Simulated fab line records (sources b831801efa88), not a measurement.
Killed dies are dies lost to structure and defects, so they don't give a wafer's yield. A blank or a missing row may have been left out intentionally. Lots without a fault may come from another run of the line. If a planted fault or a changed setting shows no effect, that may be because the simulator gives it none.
A struck lot beside a sound one + flow sky130 + 16 steps out of a route of 708
Sound: these wafers, L335.1, L335.2, L335.3. The struck wafers were L328.1, L328.5, L328.6. The cause comes at the end.
Per side, at each step with rows, come the tool, then ch with its chambers, and then its first start. Under that, the readings that differ: sound wafers + struck wafers + difference of the means + sigmas: that difference in standard deviations of wafers without a fault.
alike: same words and numbers on both sides, and readings whose means sit less than 2 such deviations apart. not compared: any withheld reading, any reading some wafer has no value for, any bound like >300 that may hide the same value, and any number with overlapping values for which the record gives no deviation.
Wherever a step has rows on one side only, a row that says differs or no value, or a row with sigmas, the two part there. Numbers that don't overlap but have no deviation are shown without sigmas and don't part them. A reading missing from all wafers of one side parts the sides only when that side holds two or more wafers.

first, 1 step without rows for these wafers: SKY_SONOS_ONO_CVD_04 (deposits SiO2 from SiH4/N2O, target thk 5.7199 nm).
SKY_SONOS_ONO_THK_MEAS_05:
  sound on film-metro-04 at day 18 04:12; struck on film-metro-04 at day 16 03:43
  alike: SONOS_ONO_CVD_04_THK
then, 7 steps without rows for these wafers: SKY_SONOS_ONO_DEHYDRATE_06 (time 60 s); SKY_SONOS_ONO_HMDS_07 (prime time 60 s); SKY_SONOS_ONO_COAT_08 (resist thk 1140 nm); SKY_SONOS_ONO_SOFTBAKE_09 (time 60 s); SKY_SONOS_ONO_EXPOSE_10 (exposes mask ONOM, target cd 410 nm); SKY_SONOS_ONO_PEB_11; SKY_SONOS_ONO_DEVELOP_12 (develop time 60 s).
SKY_SONOS_ONO_CD_MEAS_13: target cd 410 nm.
  sound on cd-sem-01 at day 19 11:04; struck on cd-sem-01 at day 17 08:13
  alike: cd-nm
SKY_SONOS_ONO_OVL_MEAS_14:
  sound on overlay-02 at day 19 11:11; struck on overlay-02 at day 17 08:20
  alike: SONOS_ONO_OVL
SKY_SONOS_ONO_ETCH_15: etches the open film in CHF3/O2, target depth 19.52 nm, time 7.8 s.
  sound on rie-diel-02 ch 0,1,3, day 19 11:14; struck on rie-diel-02 ch 0,1,3, day 17 08:23
  alike: O2_flow_sccm, bias-w, drypump-motor-current-A, oes-product-au, throttle-valve-pct
  not compared: rf-hours-counter-h
SKY_SONOS_ONO_WET_ETCH_16: etches SiO2 in dHF, target depth 14 nm, time 280 s.
  sound on wet-bench-01 ch 3, day 19 11:15; struck on wet-bench-03 ch 1, day 17 08:24
  no value came back on the struck wafers for bath-heat-duty-pct (%), run-length-s (s); on the sound wafers bath-heat-duty-pct (%) reads 6.8 5.8 6.4
| reading                                      | sound             | struck            | difference | sigmas |
|----------------------------------------------|-------------------|-------------------|------------|--------|
| model.SiO2_of_FIELD_ISO_CVD_24.thk-nm (nm)   | 384.7 384.2 383.5 | 399 399.7 398.3   | +15        |        |
| model.SiO2_of_NWELL_OXIDATION_01.thk-nm (nm) | 0 0 0             | 5.264 5.312 5.269 | +5.282     |        |
SKY_SONOS_ONO_STRIP_17: strips in O2/N2.
  sound on plasma-asher-01 ch 0,1, day 19 11:20; struck on plasma-asher-03 ch 0,1, day 17 08:29
  alike: drypump-motor-current-A, oes-product-au, strip-time-to-endpoint-s
  not compared: rf-hours-counter-h
SKY_SONOS_ONO_WET_ETCH_18: etches Si3N4 in H3PO4, target depth 15 nm, time 172 s.
  sound on wet-bench-03 ch 3, day 19 11:26; struck on wet-bench-04 ch 2, day 17 08:35
| reading                                    | sound           | struck            | difference | sigmas |
|--------------------------------------------|-----------------|-------------------|------------|--------|
| model.SiO2_of_FIELD_ISO_CVD_24.thk-nm (nm) | 384.5 384 383.3 | 398.8 399.6 398.1 | +14.9      |        |
  alike: bath-guard-temp-C, bath-heat-duty-pct
-- a jump in the record: the struck wafers' starts before and after are 32 days apart (it breaks off in module SONOS_ONO and resumes in module PAD_OPEN, where the first step shown is number 708 of the route) --
SKY_PAD_OPEN_PROBE_99:
  only the struck wafers here have rows in the record (prober-01, day 49 09:04); the sound ones have none

WHERE THEY PART
Last at SKY_PAD_OPEN_PROBE_99 as far as this record goes, first at SKY_SONOS_ONO_WET_ETCH_16.

WHY: what had been put in by the simulator
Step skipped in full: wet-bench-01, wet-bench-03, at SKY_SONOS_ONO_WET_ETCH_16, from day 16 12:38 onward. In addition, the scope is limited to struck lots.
